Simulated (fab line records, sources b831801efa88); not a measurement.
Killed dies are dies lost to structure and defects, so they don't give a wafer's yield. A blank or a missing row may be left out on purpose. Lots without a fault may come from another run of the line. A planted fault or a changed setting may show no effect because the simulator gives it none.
fab line records | flow sky130
record lots=6 wafers=18 last_day=48
route steps=708 shown DNWELL@41 PWDE@45 NWELL@56 PAD_OPEN@708
lots that met no fault: from a run of the same line without faults
start_h: hours from the record's first day to the start of the lot's first wafer shown | wait_h: hours since the lot's step before | " the same as in the row above | L1.1+2: a row that stands for several wafers | - no value, or no start given | * or withheld: withheld | < > ~ a bound
route shown NAME@n: a module of which the file shows steps, and the number in the route of the first | usual: mean/standard deviation of fault-free wafers | same: alike in all rows | chamber/n: place in a boat | sites: the reading at each site | _std_site: their standard deviation | _edge_site: outer sites' mean less inner sites' | radius_mm: how far each site lies from the wafer's centre | mask NAME#n: copy n | behind: the tool/chamber that last shaped the wafer | hold: why the lot was held/for how many hours/how that ended | device: the transistor (n, p or np) that didn't switch | end of line: the same wafers' tests at the end of the route | a step without rows: its recipe alone | killed: dies lost to structure and defects at the first sort, not the wafer's yield | map: a wafer's dies, x killed, . not, _ none there
set.NAME: the setting as run; set.NAME@STEP: as run at that earlier step | model.NAME: the simulator's own value behind a step, which no gauge read
lots at some steps of the route; a table a step, a row a wafer
services: from which hour (start_h, from the record's first day; less than 0 if before it) a tool's chamber was out of use, for how many hours, and why
## steps
# step SKY_DNWELL_DEVELOP_06
# recipe wall_angle_deg=90 developer=TMAH develop_time_s=60 dev_temp_c=23
# step SKY_DNWELL_IMPLANT_07
# recipe species=P energy_kev=withheld dose_cm2=withheld tilt_deg=withheld
# step SKY_DNWELL_STRIP_08
# recipe chemistry=O2/N2 power_w=1400 pressure_mtorr=1500 platen_temp_c=withheld o2_flow_sccm=3000 n2_flow_sccm=300 overash_fraction=0.5
# usual drypump_motor_current_A=5.93/0.19 oes_product_au=0.723/0.0051 strip_time_to_endpoint_s=36.89/0.096
# columns lot.wafer tool chamber start_h wait_h drypump_motor_current_A oes_product_au rf_hours_counter_h strip_time_to_endpoint_s
L647.2 plasma_asher-02 0 61.70 0.1 6.04 0.715 36 36.80
L647.3 " 0 " " 6.04 0.724 - 36.82
L647.6 " 1 " " 5.72 0.719 - 36.80
L649.2 plasma_asher-02 1 79.95 0.1 5.74 0.725 38 36.68
L649.3 " 1 " " 5.74 0.720 - 36.72
L649.4 " 0 " " 6.06 0.724 - 36.78
L651.4 plasma_asher-02 0 84.53 0.1 6.03 0.725 - 36.92
L651.5 " 1 " " 5.74 0.727 - 36.97
L651.6 " 0 " " 6.04 0.729 - 36.78
L654.1 plasma_asher-02 1 101.64 0.1 5.76 0.721 40 36.83
L654.2 " 0 " " 6.04 0.725 40 36.88
L654.4 " 0 " " 6.05 0.727 - 36.97
L657.2 plasma_asher-02 0 117.39 0.1 6.07 0.730 42 37.02
L657.4 " 0 " " 6.05 0.728 - 36.98
L657.6 " 1 " " 5.75 0.727 - 37.05
L661.1 plasma_asher-04 1 141.89 0.1 5.79 0.726 3 36.67
L661.2 " 0 " " 6.27 0.729 3 36.78
L661.4 " 1 " " 5.78 0.724 - 36.81
# step SKY_DNWELL_TW_MEAS_09
# usual DNWELL_TW=1113/11
# columns lot.wafer tool chamber start_h wait_h DNWELL_TW
L647.2 film_metro-04 - 61.81 0.1 1103
L647.3 " - " " 1107
L647.6 " - " " 1107
L649.2 film_metro-01 - 80.06 0.1 1108
L649.3 " - " " 1107
L649.4 " - " " 1104
L651.4 film_metro-04 - 84.63 0.1 1111
L651.5 " - " " 1111
L651.6 " - " " 1116
L654.1 film_metro-01 - 101.74 0.1 1098
L654.2 " - " " 1102
L654.4 " - " " 1097
L657.2 film_metro-03 - 117.50 0.1 1122
L657.4 " - " " 1123
L657.6 " - " " 1125
L661.1 film_metro-04 - 141.99 0.1 1121
L661.2 " - " " 1120
L661.4 " - " " 1120
# step SKY_PWDE_DEHYDRATE_00
# recipe temp_c=200 time_s=60
# step SKY_PWDE_HMDS_01
# recipe prime_time_s=60 prime_temp_c=120
# step SKY_PWDE_COAT_02
# recipe spin_rpm=2000 resist_thk_nm=3000
# step SKY_PWDE_SOFTBAKE_03
# recipe temp_c=110 time_s=withheld
# step SKY_PWDE_EXPOSE_04
# recipe mask_id=PWDEM na=0.6 source_shape=conventional sigma_outer=0.6 polarization=unpolarized target_cd_nm=840 dose_mj=214
# step SKY_PWDE_PEB_05
# recipe temp_c=115 time_s=withheld
# step SKY_PWDE_DEVELOP_06
# recipe wall_angle_deg=90 developer=TMAH develop_time_s=60 dev_temp_c=23
# step SKY_PWDE_OVL_MEAS_07
# usual PWDE_OVL=0.0/1.8
# columns lot.wafer tool chamber start_h wait_h PWDE_OVL[nm]
L647.2 overlay-01 - 77.50 - 1.8
L647.3 " - " " 0.6
L647.6 " - " " 1.2
L649.2 overlay-02 - 95.99 - 1.6
L649.3 " - " " 0.5
L649.4 " - " " -1.3
L651.4 overlay-02 - 101.22 - 2.0
L651.5 " - " " 0.6
L651.6 " - " " -0.2
L654.1 overlay-01 - 120.45 - -1.0
L654.2 " - " " -0.2
L654.4 " - " " -0.9
L657.2 overlay-01 - 135.20 - 0.9
L657.4 " - " " -1.4
L657.6 " - " " 0.1
L661.1 overlay-02 - 159.79 - -1.4
L661.2 " - " " 0.0
L661.4 " - " " -0.8
# step SKY_PWDE_IMPLANT_08
# recipe species=B energy_kev=151.8 dose_cm2=3.6e+12 tilt_deg=withheld
# usual dose_ions_cm2=3.6e+12/3.7e+09
# columns lot.wafer tool chamber start_h wait_h dose_ions_cm2
L647.2 implanter-03 0 77.55 0.0 3.604e+12
L647.3 " 0 " " 3.6e+12
L647.6 " 0 " " 3.597e+12
L649.2 implanter-02 0 96.05 0.0 3.601e+12
L649.3 " 0 " " 3.6e+12
L649.4 " 0 " " 3.6e+12
L651.4 implanter-04 0 101.31 0.1 3.605e+12
L651.5 " 0 " " 3.596e+12
L651.6 " 0 " " 3.601e+12
L654.1 implanter-04 0 120.48 0.0 3.6e+12
L654.2 " 0 " " 3.601e+12
L654.4 " 0 " " 3.609e+12
L657.2 implanter-02 0 135.26 0.0 3.601e+12
L657.4 " 0 " " 3.602e+12
L657.6 " 0 " " 3.594e+12
L661.1 implanter-02 0 159.83 0.0 3.604e+12
L661.2 " 0 " " 3.601e+12
L661.4 " 0 " " 3.602e+12
# step SKY_PWDE_STRIP_09
# recipe chemistry=O2/N2 power_w=1400 pressure_mtorr=1500 platen_temp_c=withheld o2_flow_sccm=3000 n2_flow_sccm=300 overash_fraction=0.5
# usual drypump_motor_current_A=5.8/0.41 oes_product_au=0.722/0.0046 strip_time_to_endpoint_s=36.89/0.089
# columns lot.wafer tool chamber start_h wait_h drypump_motor_current_A oes_product_au rf_hours_counter_h strip_time_to_endpoint_s
L647.2 plasma_asher-04 0 77.68 0.1 6.3 0.725 41 36.80
L647.3 " 0 " " 6.2 0.723 - 36.79
L647.6 " 0 " " 6.2 0.730 - 36.87
L649.2 plasma_asher-01 0 96.17 0.1 6.1 0.724 28 36.90
L649.3 " 1 " " 5.7 0.727 - 36.89
L649.4 " 0 " " 6.1 0.713 - 36.85
L651.4 plasma_asher-04 0 101.42 0.1 6.2 0.714 - 36.98
L651.5 " 0 " " 6.2 0.718 - 37.01
L651.6 " 1 " " 5.8 0.717 - 37.07
L654.1 plasma_asher-04 1 120.63 0.1 5.8 0.725 0 36.86
L654.2 " 0 " " 6.3 0.725 0 36.85
L654.4 " 1 " " 5.8 0.727 - 36.98
L657.2 plasma_asher-01 1 135.38 0.1 5.7 0.719 32 36.94
L657.4 " 0 " " 6.1 0.729 - 36.84
L657.6 " 0 " " 6.1 0.718 - 36.91
L661.1 plasma_asher-03 1 159.98 0.1 6.1 0.723 47 36.92
L661.2 " 0 " " 4.9 0.734 47 36.91
L661.4 " 1 " " 6.1 0.717 - 36.97
# step SKY_PWDE_TW_MEAS_10
# usual PWDE_TW=374/3.7
# columns lot.wafer tool chamber start_h wait_h PWDE_TW
L647.2 film_metro-01 - 77.79 0.1 370
L647.3 " - " " 368
L647.6 " - " " 369
L649.2 film_metro-03 - 96.28 0.1 374
L649.3 " - " " 375
L649.4 " - " " 376
L651.4 film_metro-01 - 101.51 0.1 372
L651.5 " - " " 372
L651.6 " - " " 370
L654.1 film_metro-04 - 120.73 0.1 371
L654.2 " - " " 374
L654.4 " - " " 372
L657.2 film_metro-04 - 135.49 0.1 364
L657.4 " - " " 375
L657.6 " - " " 373
L661.1 film_metro-03 - 160.08 0.1 368
L661.2 " - " " 370
L661.4 " - " " 375
# step SKY_NWELL_DEHYDRATE_03
# recipe temp_c=200 time_s=60
# step SKY_NWELL_HMDS_04
# recipe prime_time_s=60 prime_temp_c=120
# step SKY_NWELL_COAT_05
# recipe spin_rpm=2000 resist_thk_nm=3000
# step SKY_NWELL_SOFTBAKE_06
# recipe temp_c=110 time_s=withheld
# step SKY_NWELL_EXPOSE_07
# recipe mask_id=NWM na=0.6 source_shape=conventional sigma_outer=0.6 polarization=unpolarized target_cd_nm=840 dose_mj=255
# step SKY_NWELL_PEB_08
# recipe temp_c=115 time_s=withheld
# step SKY_NWELL_DEVELOP_09
# recipe wall_angle_deg=90 developer=TMAH develop_time_s=60 dev_temp_c=23
# step SKY_NWELL_OVL_MEAS_10
# usual NWELL_00_OVL=-1.6/1.6
# columns lot.wafer tool chamber start_h wait_h NWELL_00_OVL[nm]
L647.2 overlay-01 - 93.90 - -1.1
L647.3 " - " " -0.7
L647.6 " - " " -0.2
L649.2 overlay-01 - 113.15 - -0.9
L649.3 " - " " -2.0
L649.4 " - " " -3.2
L651.4 overlay-02 - 119.20 - -3.4
L651.5 " - " " -3.1
L651.6 " - " " -4.2
L654.1 overlay-02 - 139.04 - -0.5
L654.2 " - " " -1.9
L654.4 " - " " -0.4
L657.2 overlay-01 - 152.05 - -4.3
L657.4 " - " " -2.7
L657.6 " - " " -3.2
L661.1 overlay-02 - 178.34 - 1.5
L661.2 " - " " 2.8
L661.4 " - " " 1.1
# step SKY_NWELL_IMPLANT_11
# recipe species=P energy_kev=400 dose_cm2=1.9e+13 tilt_deg=withheld
# step SKY_NWELL_IMPLANT_12
# recipe species=P energy_kev=120 dose_cm2=1.3e+12 tilt_deg=withheld
# step SKY_NWELL_IMPLANT_13
# recipe species=P energy_kev=50 dose_cm2=7e+11 tilt_deg=withheld
# step SKY_NWELL_STRIP_14
# recipe chemistry=O2/N2 power_w=1400 pressure_mtorr=1500 platen_temp_c=withheld o2_flow_sccm=3000 n2_flow_sccm=300 overash_fraction=0.5
# usual drypump_motor_current_A=5.8/0.34 oes_product_au=0.722/0.0047 strip_time_to_endpoint_s=36.88/0.089
# columns lot.wafer tool chamber start_h wait_h drypump_motor_current_A oes_product_au rf_hours_counter_h strip_time_to_endpoint_s
L647.2 plasma_asher-03 1 94.38 0.1 6.1 0.730 41 36.92
L647.3 " 1 " " 6.1 0.725 - 36.80
L647.6 " 1 " " 6.1 0.724 - 36.87
L649.2 plasma_asher-01 0 113.63 0.1 6.1 0.723 30 36.80
L649.3 " 0 " " 6.1 0.722 - 36.76
L649.4 " 1 " " 5.7 0.721 - 36.80
L651.4 plasma_asher-02 1 119.70 0.1 5.7 0.724 - 36.99
L651.5 " 0 " " 6.1 0.722 - 36.86
L651.6 " 1 " " 5.7 0.727 - 36.84
L654.1 plasma_asher-01 1 139.53 0.1 5.7 0.727 33 36.91
L654.2 " 0 " " 6.1 0.726 33 36.88
L654.4 " 1 " " 5.7 0.722 - 36.81
L657.2 plasma_asher-03 0 152.53 0.1 5.0 0.722 47 36.95
L657.4 " 0 " " 5.0 0.717 - 36.85
L657.6 " 1 " " 6.1 0.719 - 36.91
L661.1 plasma_asher-02 0 178.83 0.1 6.1 0.727 47 37.04
L661.2 " 1 " " 5.8 0.723 47 37.02
L661.4 " 0 " " 6.0 0.732 - 37.02
# step SKY_NWELL_TW_MEAS_15
# usual NWELL_TW=1827/19
# columns lot.wafer tool chamber start_h wait_h NWELL_TW
L647.2 film_metro-03 - 94.49 0.1 1841
L647.3 " - " " 1842
L647.6 " - " " 1843
L649.2 film_metro-04 - 113.74 0.1 1826
L649.3 " - " " 1829
L649.4 " - " " 1826
L651.4 film_metro-03 - 119.80 0.1 1832
L651.5 " - " " 1823
L651.6 " - " " 1833
L654.1 film_metro-04 - 139.63 0.1 1818
L654.2 " - " " 1814
L654.4 " - " " 1819
L657.2 film_metro-04 - 152.64 0.1 1851
L657.4 " - " " 1846
L657.6 " - " " 1854
L661.1 film_metro-04 - 178.93 0.1 1844
L661.2 " - " " 1834
L661.4 " - " " 1848
# step SKY_NWELL_DEHYDRATE_16
# recipe temp_c=200 time_s=60
# step SKY_NWELL_HMDS_17
# recipe prime_time_s=60 prime_temp_c=120
# step SKY_NWELL_COAT_18
# recipe spin_rpm=2000 resist_thk_nm=3000
# step SKY_NWELL_SOFTBAKE_19
# recipe temp_c=110 time_s=withheld
# step SKY_NWELL_EXPOSE_20
# recipe mask_id=NWM_COMPLEMENT na=0.6 source_shape=conventional sigma_outer=0.6 polarization=unpolarized target_cd_nm=840 dose_mj=260
# step SKY_NWELL_PEB_21
# recipe temp_c=115 time_s=withheld
# step SKY_NWELL_DEVELOP_22
# recipe wall_angle_deg=90 developer=TMAH develop_time_s=60 dev_temp_c=23
# step SKY_NWELL_OVL_MEAS_23
# usual NWELL_01_OVL=-1.3/1.5
# columns lot.wafer tool chamber start_h wait_h NWELL_01_OVL[nm]
L647.2 overlay-01 - 112.50 - -0.5
L647.3 " - " " -0.2
L647.6 " - " " -0.6
L649.2 overlay-02 - 132.30 - -2.1
L649.3 " - " " -0.6
L649.4 " - " " -1.4
L651.4 overlay-02 - 137.10 - -0.4
L651.5 " - " " -0.2
L651.6 " - " " 0.5
L654.1 overlay-02 - 157.44 - -1.3
L654.2 " - " " -2.4
L654.4 " - " " -0.7
L657.2 overlay-01 - 171.79 - -0.1
L657.4 " - " " 0.2
L657.6 " - " " 1.6
L661.1 overlay-01 - 199.78 - -0.7
L661.2 " - " " 0.2
L661.4 " - " " 1.1
# step SKY_NWELL_IMPLANT_24
# recipe species=B energy_kev=140 dose_cm2=9.2e+12 tilt_deg=withheld
# step SKY_NWELL_STRIP_25
# recipe chemistry=O2/N2 power_w=1400 pressure_mtorr=1500 platen_temp_c=withheld o2_flow_sccm=3000 n2_flow_sccm=300 overash_fraction=0.5
# usual drypump_motor_current_A=5.8/0.4 oes_product_au=0.722/0.0045 strip_time_to_endpoint_s=36.90/0.12
# columns lot.wafer tool chamber start_h wait_h drypump_motor_current_A oes_product_au rf_hours_counter_h strip_time_to_endpoint_s
L647.2 plasma_asher-01 0 112.68 0.1 6.1 0.725 30 37.08
L647.3 " 0 " " 6.1 0.720 - 37.06
L647.6 " 0 " " 6.1 0.714 - 37.04
L649.2 plasma_asher-01 0 132.48 0.1 6.1 0.720 32 36.81
L649.3 " 1 " " 5.7 0.725 - 36.93
L649.4 " 0 " " 6.1 0.723 - 36.91
L651.4 plasma_asher-03 0 137.30 0.1 5.0 0.720 - 36.95
L651.5 " 0 " " 5.0 0.727 - 36.97
L651.6 " 1 " " 6.1 0.721 - 36.82
L654.1 plasma_asher-03 0 157.63 0.1 5.0 0.726 47 36.90
L654.2 " 1 " " 6.1 0.725 47 36.95
L654.4 " 0 " " 5.0 0.722 - 37.03
L657.2 plasma_asher-01 0 171.97 0.1 6.1 0.719 36 36.96
L657.4 " 1 " " 5.7 0.728 - 36.90
L657.6 " 0 " " 6.1 0.730 - 36.83
L661.1 plasma_asher-01 1 199.97 0.1 5.7 0.724 38 36.89
L661.2 " 0 " " 6.1 0.720 38 36.81
L661.4 " 1 " " 5.7 0.720 - 36.84
# step SKY_NWELL_TW_MEAS_26
# usual NWELL_2_TW=499/5.7
# columns lot.wafer tool chamber start_h wait_h NWELL_2_TW
L647.2 film_metro-03 - 112.79 0.1 498
L647.3 " - " " 498
L647.6 " - " " 500
L649.2 film_metro-03 - 132.59 0.1 497
L649.3 " - " " 495
L649.4 " - " " 498
L651.4 film_metro-01 - 137.40 0.1 492
L651.5 " - " " 492
L651.6 " - " " 490
L654.1 film_metro-04 - 157.73 0.1 505
L654.2 " - " " 506
L654.4 " - " " 504
L657.2 film_metro-04 - 172.08 0.1 504
L657.4 " - " " 504
L657.6 " - " " 504
L661.1 film_metro-03 - 200.07 0.1 501
L661.2 " - " " 501
L661.4 " - " " 502
# step SKY_NWELL_CLEAN_27
# recipe chemistry=SC1/SC2 mix=1:4:20 temp_c=70 time_s=150 dry=n2_spin
# step SKY_NWELL_RTA_28
# recipe temp_c=1050 time_s=30 idle_temp_c=650 ramp_up_c_per_s=150 ramp_down_c_per_s=90 ambient=N2
# usual lamp_power_pct=25.31/0.058 ramp_up_c_per_s=150.00/0.025 wafer_temp_C_max=1054.9/0.94
# columns lot.wafer tool chamber start_h wait_h lamp_power_pct ramp_up_c_per_s wafer_temp_C_max
L647.2 rtp_anneal-01 0 112.91 0.0 25.28 150.02 1057.2
L647.3 " 0 " " 25.52 150.01 1054.5
L647.6 " 0 " " 25.28 150.00 1054.8
L649.2 rtp_anneal-01 0 132.70 0.0 25.28 150.00 1055.5
L649.3 " 0 " " 25.29 150.00 1054.8
L649.4 " 0 " " 25.24 150.03 1054.0
L651.4 rtp_anneal-01 0 137.53 0.1 25.28 150.01 1055.4
L651.5 " 0 " " 25.31 150.03 1055.8
L651.6 " 0 " " 25.30 150.03 1054.6
L654.1 rtp_anneal-02 0 157.84 0.0 25.23 150.02 1055.8
L654.2 " 0 " " 25.36 149.97 1056.3
L654.4 " 0 " " 25.41 150.03 1054.5
L657.2 rtp_anneal-02 0 172.20 0.0 25.26 150.00 1055.5
L657.4 " 0 " " 25.26 149.97 1054.8
L657.6 " 0 " " 25.31 150.00 1053.9
L661.1 rtp_anneal-02 0 200.18 0.0 25.24 150.00 1053.5
L661.2 " 0 " " 25.37 150.03 1055.2
L661.4 " 0 " " 25.33 150.02 1055.8
# step SKY_NWELL_RS_MEAS_29
# recipe thk_meas_gauge=four-point-probe
# usual NWELL_RS=625.2/1.7
# columns lot.wafer tool chamber start_h wait_h NWELL_RS[ohm/sq]
L647.2 film_metro-03 - 113.01 0.1 624.2
L647.3 " - " " 624.6
L647.6 " - " " 626.8
L649.2 film_metro-01 - 132.81 0.1 624.8
L649.3 " - " " 621.4
L649.4 " - " " 624.7
L651.4 film_metro-03 - 137.64 0.1 624.2
L651.5 " - " " 626.4
L651.6 " - " " 626.3
L654.1 film_metro-01 - 157.94 0.1 626.3
L654.2 " - " " 627.3
L654.4 " - " " 627.1
L657.2 film_metro-01 - 172.30 0.1 626.0
L657.4 " - " " 623.3
L657.6 " - " " 623.1
L661.1 film_metro-04 - 200.28 0.1 622.7
L661.2 " - " " 624.7
L661.4 " - " " 624.1
# step SKY_NWELL_RS_MEAS_31
# recipe thk_meas_gauge=four-point-probe
# usual PWDE_RS=5278/22
# columns lot.wafer tool chamber start_h wait_h PWDE_RS[ohm/sq]
L647.2 film_metro-03 - 113.25 0.1 5272
L647.3 " - " " 5285
L647.6 " - " " 5279
L649.2 film_metro-01 - 133.05 0.1 5277
L649.3 " - " " 5257
L649.4 " - " " 5253
L651.4 film_metro-03 - 137.88 0.1 5253
L651.5 " - " " 5281
L651.6 " - " " 5274
L654.1 film_metro-01 - 158.18 0.1 5298
L654.2 " - " " 5305
L654.4 " - " " 5313
L657.2 film_metro-01 - 172.54 0.1 5582
L657.4 " - " " 5305
L657.6 " - " " 5310
L661.1 film_metro-04 - 200.52 0.1 5498
L661.2 " - " " 5480
L661.4 " - " " 5248
# step SKY_PAD_OPEN_PROBE_99
# usual killed_at_M0_to_M3=43/7.3 killed_at_M4_up=3.1/1.7 killed_at_contacts=24/4.7 killed_at_front_end=15/4.6 killed_at_other=0.3/0.55 killed_dies=86/9.7 killed_open=47/6.7 killed_short=39/6.5
# same gross_dies=492 killed_at_back_side=0
# columns lot.wafer tool chamber start_h wait_h killed_at_M0_to_M3 killed_at_M4_up killed_at_contacts killed_at_front_end killed_at_other killed_dies killed_open killed_short model.etest.res_p_drift_20v.line_ohm_um model.etest.res_p_drift_20v.rs_ohm_sq model.etest.res_pwde_under_gate.rs_ohm_sq
L647.2 prober-02 - 1077.81 0.1 36 2 31 16 0 85 48 37 1.127e+04 9372 6158
L647.3 prober-02 - 1077.86 0.2 32 3 27 26 0 88 44 44 1.135e+04 9463 6122
L647.6 prober-02 - 1078.01 0.2 40 3 28 14 0 85 48 37 1.115e+04 9270 6093
L649.2 prober-02 - 1099.42 0.1 43 3 27 16 0 89 53 36 1.13e+04 9338 6237
L649.3 prober-02 - 1099.47 0.2 38 1 28 20 0 87 46 41 1.148e+04 9459 6176
L649.4 prober-02 - 1099.52 0.2 43 1 16 14 0 74 43 31 1.177e+04 9676 6214
L651.4 prober-01 - 1110.10 0.2 51 3 25 14 0 93 49 44 1.209e+04 1.016e+04 6184
L651.5 prober-01 - 1110.15 0.2 47 5 21 20 1 94 52 42 1.212e+04 1.015e+04 6227
L651.6 prober-01 - 1110.20 0.2 42 3 25 10 1 81 50 31 1.216e+04 1.005e+04 6244
L654.1 prober-02 - 1123.65 0.1 50 3 25 8 0 86 40 46 1.084e+04 9122 6281
L654.2 prober-02 - 1123.70 0.1 45 3 27 16 1 92 49 43 1.046e+04 8808 6230
L654.4 prober-02 - 1123.80 0.2 49 1 21 12 0 83 48 35 1.037e+04 8652 6250
L657.2 prober-02 - 1133.16 0.1 39 3 20 19 0 81 48 33 1.212e+04 1.007e+04 6899
L657.4 prober-02 - 1133.26 0.2 45 3 14 11 0 73 43 30 1.118e+04 9217 6306
L657.6 prober-02 - 1133.36 0.2 53 1 22 16 0 92 51 41 1.08e+04 9034 6287
L661.1 prober-01 - 1160.34 0.1 39 3 26 13 0 81 47 34 1.152e+04 9530 6756
L661.2 prober-01 - 1160.39 0.1 40 5 24 11 0 80 39 41 1.163e+04 9657 6730
L661.4 prober-01 - 1160.49 0.2 51 3 16 8 0 78 40 38 1.047e+04 8752 6238
# killed by level:class
L647.2 CONTACT:geometric_particle:open=13 VIA1:geometric_particle:open=12 LI_CONTACT:geometric_particle:open=10 METAL2:geometric_particle:short=5 METAL3:geometric_particle:short=5 FIELD_ISO:geometric_particle:short=4 POLY_GATE:geometric_particle:open=4 CONTACT:geometric_particle:short=4
L647.3 VIA1:geometric_particle:open=10 FIELD_ISO:geometric_particle:short=9 LI_CONTACT:geometric_particle:open=9 CONTACT:geometric_particle:open=8 POLY_GATE:geometric_particle:short=6 FIELD_ISO:geometric_particle:open=5 METAL3:geometric_particle:short=5 CONTACT:geometric_particle:short=4
L647.6 LI_CONTACT:geometric_particle:open=11 VIA2:geometric_particle:open=10 VIA1:geometric_particle:open=8 METAL1:geometric_particle:short=8 CONTACT:geometric_particle:open=7 POLY_GATE:geometric_particle:short=4 POLY_GATE:geometric_particle:open=4 CONTACT:geometric_particle:short=4
L649.2 VIA1:geometric_particle:open=14 LI_CONTACT:geometric_particle:open=8 CONTACT:geometric_particle:open=8 VIA2:geometric_particle:open=8 FIELD_ISO:geometric_particle:open=6 LOCAL_INTERCONNECT:geometric_particle:short=6 VIA1:geometric_particle:short=6 METAL1:geometric_particle:short=4
L649.3 CONTACT:geometric_particle:open=10 VIA1:geometric_particle:open=7 LI_CONTACT:geometric_particle:open=6 FIELD_ISO:geometric_particle:open=5 POLY_GATE:geometric_particle:short=5 VIA1:geometric_particle:short=5 METAL2:geometric_particle:short=5 METAL1:geometric_particle:short=5
L649.4 VIA3:geometric_particle:open=7 VIA1:geometric_particle:open=7 VIA2:geometric_particle:open=6 METAL2:geometric_particle:short=6 LI_CONTACT:geometric_particle:open=5 METAL1:geometric_particle:open=5 METAL1:geometric_particle:short=4 CONTACT:geometric_particle:short=4
L651.4 CONTACT:geometric_particle:open=11 VIA1:geometric_particle:open=10 VIA2:geometric_particle:open=9 LI_CONTACT:geometric_particle:short=5 VIA1:geometric_particle:short=5 VIA2:geometric_particle:short=5 VIA3:geometric_particle:open=5 VIA3:geometric_particle:short=4
L651.5 VIA3:geometric_particle:open=10 VIA1:geometric_particle:open=9 LI_CONTACT:geometric_particle:open=8 VIA2:geometric_particle:open=8 VIA1:geometric_particle:short=8 POLY_GATE:geometric_particle:short=7 POLY_GATE:geometric_particle:open=5 CONTACT:geometric_particle:short=5
L651.6 LI_CONTACT:geometric_particle:open=10 VIA2:geometric_particle:open=10 VIA1:geometric_particle:open=8 VIA3:geometric_particle:open=7 CONTACT:geometric_particle:open=6 FIELD_ISO:geometric_particle:short=4 CONTACT:geometric_particle:short=4 VIA2:geometric_particle:short=4
L654.1 METAL1:geometric_particle:short=12 CONTACT:geometric_particle:open=9 VIA1:geometric_particle:open=8 VIA1:geometric_particle:short=7 LOCAL_INTERCONNECT:geometric_particle:short=6 LI_CONTACT:geometric_particle:open=5 VIA2:geometric_particle:open=5 VIA3:geometric_particle:open=5
L654.2 CONTACT:geometric_particle:open=10 CONTACT:geometric_particle:short=7 METAL1:geometric_particle:short=7 VIA1:geometric_particle:short=7 VIA1:geometric_particle:open=6 LI_CONTACT:geometric_particle:open=5 VIA3:geometric_particle:short=5 FIELD_ISO:geometric_particle:open=4
L654.4 VIA1:geometric_particle:open=14 POLY_GATE:geometric_particle:open=8 CONTACT:geometric_particle:open=8 METAL2:geometric_particle:open=6 LOCAL_INTERCONNECT:geometric_particle:short=5 METAL1:geometric_particle:short=5 LI_CONTACT:geometric_particle:short=4 VIA3:geometric_particle:open=4
L657.2 CONTACT:geometric_particle:open=10 FIELD_ISO:geometric_particle:open=9 VIA1:geometric_particle:open=8 METAL1:geometric_particle:short=6 VIA2:geometric_particle:short=5 LI_CONTACT:geometric_particle:open=4 VIA1:geometric_particle:short=4 VIA3:geometric_particle:open=4
L657.4 VIA1:geometric_particle:open=10 VIA2:geometric_particle:open=7 VIA3:geometric_particle:open=6 CONTACT:geometric_particle:short=4 CONTACT:geometric_particle:open=4 VIA1:geometric_particle:short=4 METAL3:geometric_particle:short=4 POLY_GATE:geometric_particle:short=3
L657.6 VIA1:geometric_particle:open=12 LI_CONTACT:geometric_particle:open=8 VIA1:geometric_particle:short=8 METAL1:geometric_particle:short=7 CONTACT:geometric_particle:open=7 VIA2:geometric_particle:short=7 VIA3:geometric_particle:open=7 VIA2:geometric_particle:open=6
L661.1 VIA3:geometric_particle:open=10 CONTACT:geometric_particle:open=8 LI_CONTACT:geometric_particle:open=8 CONTACT:geometric_particle:short=8 VIA2:geometric_particle:open=6 POLY_GATE:geometric_particle:open=5 VIA1:geometric_particle:open=5 POLY_GATE:geometric_particle:short=4
L661.2 LI_CONTACT:geometric_particle:open=10 VIA1:geometric_particle:short=9 CONTACT:geometric_particle:short=6 METAL1:geometric_particle:short=6 VIA2:geometric_particle:open=6 VIA1:geometric_particle:open=4 METAL2:geometric_particle:short=4 FIELD_ISO:geometric_particle:open=3
L661.4 VIA1:geometric_particle:open=12 VIA3:geometric_particle:open=8 METAL1:geometric_particle:short=8 VIA1:geometric_particle:short=5 LI_CONTACT:geometric_particle:open=4 CONTACT:geometric_particle:short=4 CONTACT:geometric_particle:open=4 METAL1:geometric_particle:open=4
## services
# columns tool chamber start_h hours kind
implanter-02 - 55.13 3.9 repair
implanter-04 - 62.43 7.4 pm
implanter-03 - 69.66 1.9 repair
plasma_asher-03 - 70.77 2.8 pm
plasma_asher-04 - 78.56 0.5 repair
plasma_asher-02 - 92.02 4.3 pm
implanter-04 - 93.08 1.4 repair
plasma_asher-04 - 108.75 9.0 pm
plasma_asher-04 0 108.75 9.0 vent_cycle
plasma_asher-04 1 108.75 9.0 vent_cycle
plasma_asher-04 0 117.75 - clean
plasma_asher-04 1 117.75 - clean
plasma_asher-02 - 148.92 0.8 repair
implanter-02 - 195.65 2.3 pm
## key
first_sign step=SKY_NWELL_RS_MEAS_31 reading=PWDE_RS direction=up sigmas=11 usual=5278 struck=5520
effect none on later readings
model_effect step=SKY_PAD_OPEN_PROBE_99 value=etest.res_p_drift_20v.line_ohm_um without=1.078e+04 struck=1.176e+04
met_at SKY_PWDE_IMPLANT_08
struck_wafers L657.2,L661.1,L661.2
tester_left_out L657,L661
onset_between 96.05 135.26
fault kind=process_parameter_drift tool=implanter-02 chamber=- onset_h=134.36 steps=SKY_PWDE_IMPLANT_08 channel=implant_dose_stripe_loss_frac offset=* shape=step end_h=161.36 scope=struck_wafers_only
# tester_left_out: of these lots the tester's yield and bins aren't shown, on N5 and GAA mostly nor the transistor test; their killed dies are dies lost to structure and defects alone, not to doping, threshold or leakage, so they don't give the yield
